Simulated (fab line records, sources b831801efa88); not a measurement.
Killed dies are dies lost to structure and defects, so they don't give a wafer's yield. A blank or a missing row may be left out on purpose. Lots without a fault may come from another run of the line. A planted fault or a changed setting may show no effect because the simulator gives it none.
Which tool did it? | flow sky130 | 24 lots, 72 wafers sampled, at 4 steps of a route of 708

WHAT THE GAUGES READ, wafer by wafer
SKY_VIA3_OVL_MEAS_13. Usual: VIA3_OVL 3 nm, standard deviation 5.2.
lot  | measured     | on         | VIA3_OVL (nm) | flag
L074 | day 39 09:14 | overlay-02 | 2 7 -9        |
L075 | day 39 23:27 | overlay-02 | -5 3 -1       |
L076 | day 40 17:37 | overlay-01 | 13 16 -2      |
L077 | day 41 00:47 | overlay-02 | -5 0 3        |
L079 | day 41 05:47 | overlay-02 | 9 -2 3        |
L078 | day 41 11:59 | overlay-02 | 5 8 5         |
L080 | day 41 16:32 | overlay-01 | -5 -1 -15     |
L081 | day 42 04:14 | overlay-02 | 3 6 2         |
L082 | day 42 05:11 | overlay-01 | 5 0 2         |
L083 | day 42 06:45 | overlay-02 | -9 3 1        |
L084 | day 42 16:44 | overlay-01 | 1 -1 3        |
L085 | day 43 01:41 | overlay-02 | -2 5 -2       |
L086 | day 43 07:30 | overlay-01 | 2 2 -2        |
L087 | day 43 15:11 | overlay-01 | 1 5 1         |
L089 | day 43 21:38 | overlay-02 | 7 9 0         |
L088 | day 44 00:53 | overlay-02 | 5 -2 4        |
L090 | day 44 09:37 | overlay-02 | 2 1 -7        |
L091 | day 44 15:20 | overlay-02 | 13 15 8       |
L092 | day 44 18:34 | overlay-01 | 3 3 -1        |
L093 | day 45 02:11 | overlay-02 | 5 6 -2        |
L094 | day 45 11:08 | overlay-02 | 4 8 16        |
L095 | day 45 11:23 | overlay-02 | 7 10 5        |
L096 | day 45 15:02 | overlay-01 | -1 -5 -4      |
L097 | day 46 00:16 | overlay-01 | 4 6 8         |

SKY_VIA4_RS_MEAS_19: measures by four-point-probe. Usual: VIA4_W_RS 0.226 ohm/sq, standard deviation 0.0034.
lot  | measured     | on            | VIA4_W_RS (ohm/sq) | flag
L074 | day 42 13:19 | film_metro-03 | 0.224 0.227 0.226  |
L075 | day 43 03:43 | film_metro-04 | 0.230 0.231 0.231  |
L076 | day 43 19:55 | film_metro-03 | 0.230 0.226 0.227  |
L077 | day 44 04:14 | film_metro-02 | 0.229 0.228 0.225  |
L079 | day 44 08:09 | film_metro-03 | 0.226 0.230 0.224  |
L078 | day 44 14:00 | film_metro-02 | 0.226 0.224 0.221  |
L080 | day 44 17:53 | film_metro-03 | 0.228 0.225 0.226  |
L081 | day 45 05:21 | film_metro-03 | 0.228 0.225 0.220  |
L082 | day 45 05:40 | film_metro-04 | 0.217 0.219 0.228  |
L083 | day 45 07:40 | film_metro-04 | 0.229 0.228 0.219  |
L084 | day 45 15:31 | film_metro-02 | 0.225 0.223 0.228  |
L085 | day 45 23:58 | film_metro-02 | 0.225 0.225 0.230  |
L086 | day 46 05:22 | film_metro-03 | 0.224 0.227 0.223  |
L087 | day 46 12:08 | film_metro-02 | 0.229 0.231 0.229  |
L089 | day 46 18:02 | film_metro-03 | 0.224 0.225 0.226  |
L088 | day 46 23:04 | film_metro-03 | 0.225 0.221 0.227  |
L090 | day 47 05:29 | film_metro-04 | 0.216 0.225 0.218  |
L091 | day 47 11:25 | film_metro-03 | 0.220 0.225 0.215  |
L092 | day 47 13:29 | film_metro-03 | 0.229 0.226 0.225  |
L093 | day 47 20:55 | film_metro-04 | 0.227 0.231 0.225  |
L094 | day 48 05:16 | film_metro-03 | 0.225 0.226 0.225  |
L095 | day 48 05:52 | film_metro-04 | 0.226 0.225 0.228  |
L096 | day 48 08:29 | film_metro-04 | 0.224 0.229 0.229  |
L097 | day 48 16:19 | film_metro-04 | 0.226 0.229 0.224  |

WHICH TOOL RAN EACH LOT (tool, then ch and the chambers of the sampled wafers, then the start)
lot  | SKY_VIA2_STRIP_16                    | SKY_VIA4_CVD_18
L074 | plasma_asher-01 ch 0,1, day 36 01:59 | cvd_w-01 ch 0,1, day 42 13:10
L075 | plasma_asher-01 ch 0,1, day 36 16:18 | cvd_w-02 ch 0,1, day 43 03:35
L076 | plasma_asher-04 ch 0,1, day 37 10:44 | cvd_w-02 ch 0,1, day 43 19:46
L077 | plasma_asher-01 ch 0,1, day 37 19:10 | cvd_w-02 ch 0,1, day 44 04:04
L079 | plasma_asher-02 ch 0,1, day 37 23:42 | cvd_w-01 ch 0,1, day 44 07:59
L078 | plasma_asher-04 ch 0,1, day 38 06:46 | cvd_w-01 ch 0,1, day 44 13:50
L080 | plasma_asher-02 ch 0,1, day 38 10:44 | cvd_w-01 ch 0,1, day 44 17:43
L081 | plasma_asher-02 ch 0, day 38 23:40   | cvd_w-01 ch 0,1, day 45 05:11
L082 | plasma_asher-04 ch 0,1, day 39 00:02 | cvd_w-02 ch 0,1, day 45 05:32
L083 | plasma_asher-04 ch 0,1, day 39 01:29 | cvd_w-02 ch 0,1, day 45 07:31
L084 | plasma_asher-02 ch 1, day 39 12:01   | cvd_w-01 ch 0,1, day 45 15:22
L085 | plasma_asher-04 ch 1, day 39 22:10   | cvd_w-01 ch 0,1, day 45 23:47
L086 | plasma_asher-02 ch 0,1, day 40 03:36 | cvd_w-01 ch 0,1, day 46 05:13
L087 | plasma_asher-02 ch 1, day 40 12:19   | cvd_w-01 ch 0, day 46 11:58
L089 | plasma_asher-02 ch 0,1, day 40 20:17 | cvd_w-01 ch 0,1, day 46 17:54
L088 | plasma_asher-01 ch 0,1, day 40 23:16 | cvd_w-01 ch 0,1, day 46 22:55
L090 | plasma_asher-04 ch 0,1, day 41 08:29 | cvd_w-02 ch 0,1, day 47 05:20
L091 | plasma_asher-02 ch 0,1, day 41 15:30 | cvd_w-02 ch 0,1, day 47 11:16
L092 | plasma_asher-02 ch 0,1, day 41 18:20 | cvd_w-01 ch 0,1, day 47 13:20
L093 | plasma_asher-04 ch 0,1, day 42 01:34 | cvd_w-01 ch 0,1, day 47 20:44
L094 | plasma_asher-04 ch 0,1, day 42 11:35 | cvd_w-01 ch 0,1, day 48 05:05
L095 | plasma_asher-04 ch 0,1, day 42 11:55 | cvd_w-01 ch 0,1, day 48 05:41
L096 | plasma_asher-01 ch 0,1, day 42 17:26 | cvd_w-01 ch 0,1, day 48 08:20
L097 | plasma_asher-02 ch 0,1, day 43 03:31 | cvd_w-01 ch 0,1, day 48 16:10
- SKY_VIA2_STRIP_16: strips in O2/N2.
- SKY_VIA4_CVD_18: deposits W, target thk 505 nm, time 152.14 s.

WHAT THE TOOLS THEMSELVES READ (means of the sampled wafers that have a number; where no wafer has one, the mark that the record gives instead)
SKY_VIA2_STRIP_16. Usual: drypump_motor_current_A 5.4 A, standard deviation 0.36; oes_product_au 0.398 a.u., standard deviation 0.0046; strip_time_to_endpoint_s 4.045 s, standard deviation 0.025.
lot  | tool            | drypump_motor_current_A (A) | oes_product_au (a.u.) | strip_time_to_endpoint_s (s) | flag
L074 | plasma_asher-01 | 5.1                         | 0.400                 | 4.056                        |
L075 | plasma_asher-01 | 5.1                         | 0.400                 | 4.067                        |
L076 | plasma_asher-04 | 5.2                         | 0.399                 | 4.032                        |
L077 | plasma_asher-01 | 5.0                         | 0.397                 | 4.028                        |
L079 | plasma_asher-02 | 5.8                         | 0.395                 | 4.041                        |
L078 | plasma_asher-04 | 5.3                         | 0.400                 | 4.028                        |
L080 | plasma_asher-02 | 5.6                         | 0.401                 | 4.040                        |
L081 | plasma_asher-02 | 6.1                         | 0.399                 | 4.045                        |
L082 | plasma_asher-04 | 5.2                         | 0.394                 | 4.037                        |
L083 | plasma_asher-04 | 5.3                         | 0.398                 | 4.061                        |
L084 | plasma_asher-02 | 5.3                         | 0.397                 | 4.061                        |
L085 | plasma_asher-04 | 5.4                         | 0.402                 | 4.047                        |
L086 | plasma_asher-02 | 5.8                         | 0.402                 | 4.051                        |
L087 | plasma_asher-02 | 5.3                         | 0.398                 | 4.022                        |
L089 | plasma_asher-02 | 5.8                         | 0.400                 | 4.051                        |
L088 | plasma_asher-01 | 5.1                         | 0.399                 | 4.034                        |
L090 | plasma_asher-04 | 5.2                         | 0.397                 | 4.004                        |
L091 | plasma_asher-02 | 5.8                         | 0.398                 | 4.031                        |
L092 | plasma_asher-02 | 5.6                         | 0.400                 | 4.044                        |
L093 | plasma_asher-04 | 5.2                         | 0.399                 | 4.070                        |
L094 | plasma_asher-04 | 5.3                         | 0.399                 | 4.039                        |
L095 | plasma_asher-04 | 5.2                         | 0.398                 | 4.065                        |
L096 | plasma_asher-01 | 5.2                         | 0.399                 | 4.036                        |
L097 | plasma_asher-02 | 5.8                         | 0.395                 | 4.079                        |

SKY_VIA4_CVD_18. Usual: heater_power_w 887 W, standard deviation 78; susceptor_temp_C 400.01 C, standard deviation 0.23.
lot  | tool     | heater_power_w (W) | susceptor_temp_C (C) | flag
L074 | cvd_w-01 | 890                | 399.94               |
L075 | cvd_w-02 | 902                | 400.12               |
L076 | cvd_w-02 | 930                | 399.77               |
L077 | cvd_w-02 | 882                | 400.01               |
L079 | cvd_w-01 | 905                | 399.88               |
L078 | cvd_w-01 | 855                | 400.13               |
L080 | cvd_w-01 | 839                | 399.98               |
L081 | cvd_w-01 | 900                | 400.16               |
L082 | cvd_w-02 | 901                | 399.91               |
L083 | cvd_w-02 | 936                | 399.62               |
L084 | cvd_w-01 | 850                | 400.05               |
L085 | cvd_w-01 | 877                | 400.32               |
L086 | cvd_w-01 | 911                | 400.32               |
L087 | cvd_w-01 | 799                | 400.04               |
L089 | cvd_w-01 | 888                | 399.99               |
L088 | cvd_w-01 | 858                | 400.04               |
L090 | cvd_w-02 | 881                | 399.94               |
L091 | cvd_w-02 | 900                | 400.21               |
L092 | cvd_w-01 | 895                | 400.03               |
L093 | cvd_w-01 | 848                | 400.06               |
L094 | cvd_w-01 | 921                | 399.85               |
L095 | cvd_w-01 | 857                | 399.88               |
L096 | cvd_w-01 | 856                | 400.07               |
L097 | cvd_w-01 | 916                | 400.13               |

THE ANSWER, worked out from the rows above alone
Rule: a lot is off if the mean of its wafers that have a number lies more than 3 standard deviations from the usual mean. A lot without any number at a reading at which 4 lots or more have one is off too. The other lots that the step has rows for count as sound. The gauges are gone through in route order, then the tools' own readings, and for those a lot's mean is taken as printed above. The first step at which some lot is off is used, and at that step the reading that is off furthest; a lot without a number counts as furthest.
No lot is off at any reading shown: from this, nothing can be told.

WHAT THE SIMULATOR HAD PUT IN
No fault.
